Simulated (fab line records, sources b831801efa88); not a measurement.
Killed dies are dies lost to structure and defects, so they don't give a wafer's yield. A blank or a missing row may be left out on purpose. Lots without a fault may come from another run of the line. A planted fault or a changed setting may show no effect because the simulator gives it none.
Which tool did it? | flow gf180mcu | 7 lots, 21 wafers sampled, at 2 steps of a route of 602

WHAT THE GAUGES READ, wafer by wafer
GF_VT_IMPLANT_TW_MEAS_43.
lot  | measured     | on            | VT_IMPLANT_4_TW
L987 | day 8 22:42  | film_metro-01 | 687 684 682
L989 | day 9 13:36  | film_metro-01 | 686 689 688
L991 | day 10 03:28 | film_metro-04 | 688 686 688
L993 | day 10 18:04 | film_metro-03 | 694 693 693
L995 | day 11 09:47 | film_metro-04 | 692 689 692
L101 | day 12 22:48 | film_metro-03 | 695 695 694
L108 | day 14 21:55 | film_metro-03 | 694 691 695

WHICH TOOL RAN EACH LOT (tool, then ch and the chambers of the sampled wafers, then the start)
lot  | GF_VT_IMPLANT_IMPLANT_41
L987 | implanter-04 ch 0, day 8 22:27
L989 | implanter-03 ch 0, day 9 13:21
L991 | implanter-03 ch 0, day 10 03:13
L993 | implanter-03 ch 0, day 10 17:49
L995 | implanter-03 ch 0, day 11 09:33
L101 | implanter-04 ch 0, day 12 22:35
L108 | implanter-04 ch 0, day 14 21:40
- GF_VT_IMPLANT_IMPLANT_41

THE ANSWER, worked out from the rows above alone
Rule: what is usual is taken from the lots themselves. Put in order of their means at a reading, lots are off if they are a third of the lots or fewer, leave a main group of 4 or more, and stand apart from it by a gap of 3 or more times the standard deviation of the main group's means; of several such gaps the widest counts. A main group whose means are all the same, to the digits that the tables above print for the reading, isn't used. A lot without any number at a reading at which 4 lots or more have one is off too. The other lots that the step has rows for count as sound.
No lot is off at any reading shown: from this, nothing can be told.

WHAT THE SIMULATOR HAD PUT IN
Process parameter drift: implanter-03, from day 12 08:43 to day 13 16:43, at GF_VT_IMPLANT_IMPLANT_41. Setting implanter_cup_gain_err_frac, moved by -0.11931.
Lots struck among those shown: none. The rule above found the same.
